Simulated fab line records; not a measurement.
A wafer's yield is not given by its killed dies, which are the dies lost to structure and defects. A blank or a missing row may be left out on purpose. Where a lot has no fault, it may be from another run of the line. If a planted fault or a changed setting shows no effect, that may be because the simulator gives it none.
Split-lot study | flow gf180mcu | 23 wafers read across 5 lots, on a route 602 steps long

## ABOUT THE SPLIT
At GF_M1_SPUTTER_03 (material Ti, target thk 10 nm, time 6.7 s), the setting power w was moved away from the recipe's 3000 W on 7 of the 23 wafers read, by -10.7% to +5.0%. All remaining wafers had this setting at the recipe value.

The reading is taken at the split's own step.

## THE READING
Ti_of_M1_SPUTTER_03.thk nm (the simulator's own value, which no gauge read), in nm, at GF_M1_SPUTTER_03 (material Ti, target thk 10 nm, time 6.7 s). There is no usual value for it anywhere in the file. The 16 wafers here that ran the recipe average 10.112 nm, standard deviation 0.15 nm.

wafer  | tool, chamber at the split | power w as run, W | against the recipe | Ti_of_M1_SPUTTER_03.thk nm, nm | against lot-mates on the recipe
L074.1 | pvd sputter-01, -          | 3000              | recipe             | 10.1                           | -
L074.2 | pvd sputter-01, -          | 2905              | -3.2%              | 9.678                          | -0.354
L074.3 | pvd sputter-01, -          | 2905              | -3.2%              | 9.81                           | -0.222
L074.4 | pvd sputter-01, -          | 3000              | recipe             | 9.976                          | -
L074.5 | pvd sputter-01, -          | 3000              | recipe             | 10.02                          | -
L077.1 | pvd sputter-01, -          | 3000              | recipe             | 9.969                          | -
L077.2 | pvd sputter-01, -          | 3000              | recipe             | 10.03                          | -
L077.4 | pvd sputter-01, -          | 2680              | -10.7%             | 8.995                          | -0.990
L077.5 | pvd sputter-01, -          | 3000              | recipe             | 9.957                          | -
L077.6 | pvd sputter-01, -          | 2680              | -10.7%             | 8.88                           | -1.105
L081.1 | pvd sputter-01, -          | 3150              | +5.0%              | 10.49                          | +0.573
L081.2 | pvd sputter-01, -          | 3000              | recipe             | 9.946                          | -
L081.3 | pvd sputter-01, -          | 3000              | recipe             | 9.888                          | -
L081.5 | pvd sputter-01, -          | 3150              | +5.0%              | 10.44                          | +0.523
L081.6 | pvd sputter-01, -          | 3150              | +5.0%              | 10.56                          | +0.643
L082.2 | pvd sputter-01, -          | 3000              | recipe             | 10.09                          | -
L082.3 | pvd sputter-01, -          | 3000              | recipe             | 10.25                          | -
L082.5 | pvd sputter-01, -          | 3000              | recipe             | 10.07                          | -
L084.1 | pvd sputter-02, -          | 3000              | recipe             | 10.21                          | -
L084.2 | pvd sputter-02, -          | 3000              | recipe             | 10.37                          | -
L084.5 | pvd sputter-02, -          | 3000              | recipe             | 10.37                          | -
L084.3 | pvd sputter-02, -          | 3000              | recipe             | 10.28                          | -
L084.4 | pvd sputter-02, -          | 3000              | recipe             | 10.27                          | -

FIT RESULTS
A straight line over all 23 wafers: Ti_of_M1_SPUTTER_03.thk nm changes by +0.102 nm for each +1% of power w; r = +0.94; the points scatter about the line by 0.15 nm.
The same after taking each lot's own level away (the mean of its wafers on the recipe; 23 wafers): +0.103 nm for each +1%; r = +0.99; scatter 0.065 nm.
The reading moves by 1.1 nm for the largest change in power w, on that fit.
Across the lots, their own levels run from 9.9170 to 10.3000 nm, a range of 2.5 times the standard deviation given above.
Consequently the slope shifts little with the lot-to-lot level, the two slopes agreeing.
Check: -1.13 nm against its lot-mates is what the line predicts for one of the wafers moved furthest among these (-10.7%) when that wafer is left out of the fit. Against them it came out at -0.99 nm.

## OTHER SPLITS APPLIED TO THESE WAFERS
Other splits were also applied to these wafers ahead of the reading. Each is held against what the fit with the lots' levels taken away leaves over:
other split on the same wafers       | wafers away from the commonest value | r with Ti_of_M1_SPUTTER_03.thk nm (lot level and that fit taken away)
GF_PSD_COAT_02 resist thk nm         | 8                                    | -0.10
GF_PSD_STRIP_10 o2 flow sccm         | 8                                    | -0.22
GF_SAB_CVD_00 time s                 | 4                                    | +0.15
GF_SAB_ETCH_11 source w              | 8                                    | -0.01
GF_CONTACT_CMP_04 leave above ref nm | 4                                    | +0.08
GF_CONTACT_PEB_12 peb temp c         | 10                                   | +0.09

## FILE'S OWN FIT
Ti_of_M1_SPUTTER_03.thk nm changes by +0.101 nm for each +1% of power w, r = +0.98.
